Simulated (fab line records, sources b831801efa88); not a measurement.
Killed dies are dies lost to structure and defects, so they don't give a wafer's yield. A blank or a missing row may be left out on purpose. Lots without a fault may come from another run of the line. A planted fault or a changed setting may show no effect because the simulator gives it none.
Problem report in the 8D (eight disciplines) form, filled by code | flow gf180mcu | the parts of the form that need people (team, actions taken, sign-off) are left out

1. THE PROBLEM
STI_OXIDATION_02_THK at GF_STI_THK_MEAS_30 reads a mean of 11.42 nm on 6 wafers of 2 lots; wafers without a fault read 10.05 nm with a standard deviation of 0.19. That is +7.2 standard deviations from the usual mean.
First seen on wafer L454.1, day 4 09:08, on film_metro-02. The record holds 27 wafers of 9 lots with a number at this step. Rule for "out", or "out of limits": more than 4 standard deviations from the usual mean. The other wafers with a number count as sound.

2. WHAT IT IS AND WHAT IT IS NOT
question                    | is                           | is not
which readings at this step | STI_OXIDATION_02_THK         | -
which lots                  | L454, L456                   | L444, L445, L446, L450, L451, L457, L462
which wafers of those lots  | all that have a number       | -
read on which gauges        | film_metro-01, film_metro-02 | film_metro-03
when                        | from day 4 09:08             | up to then (15 sound wafers); but 6 sound wafers of L457, L462 came after

3. SUSPECTS, AND WHAT RULES EACH OUT
Counting: a tool at a process step up to the reading stays a suspect if it ran every lot that is out and no sound lot after the first of them.
- the gauge at GF_STI_THK_MEAS_30: ruled out. The wafers that are out were read on 2 gauges (film_metro-01, film_metro-02).
- furnace-02 at GF_STI_OXIDATION_29 (stabilise 600 s, purge 300 s, target thk 10 nm): kept. It ran every lot that is out, first L454 (day 4 07:44), and no sound lot after that; its last sound lot up to then is L450 (day 3 11:20).
Left after counting: furnace-02 at GF_STI_OXIDATION_29.

4. THE CAUSE (what the simulator had put in)
Process parameter drift: furnace-02, from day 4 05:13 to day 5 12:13, at GF_STI_OXIDATION_29. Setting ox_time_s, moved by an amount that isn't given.
Counting left only this tool.

5. THE CHAIN OF EFFECTS, in route order
Each row: a reading whose mean over the struck wafers that have a number lies more than 3 standard deviations from the usual. Only readings for which the record gives a usual standard deviation are gone through. hours: the time from each lot's start at the first step in this table that gives one to its start at this step, as a median over the lots. sigmas: the change in usual standard deviations.
hours | step               | reading              | usual    | on struck wafers | change | sigmas
0     | GF_STI_THK_MEAS_30 | STI_OXIDATION_02_THK | 10.05 nm | 11.42            | +1.37  | +7.2
Later measuring or inspecting steps at which every struck wafer that the step has a row for has a number for every such reading, and none has moved that far: GF_PSD_OVL_MEAS_08.

6. WHAT WOULD HAVE CAUGHT IT SOONER
In this record the first reading out of limits at a measuring or inspecting step was taken at day 4 09:08, 4 hours after the fault began at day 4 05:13.
Of the tool readings at GF_STI_OXIDATION_29 for which the record gives a usual standard deviation, none was out on any struck wafer, so an alarm limit of 4 standard deviations on them would not have fired.
Of the lots that are out (2), L456 began GF_STI_OXIDATION_29 on furnace-02 after day 4 09:08. A hold on the tool at that time would have spared it.
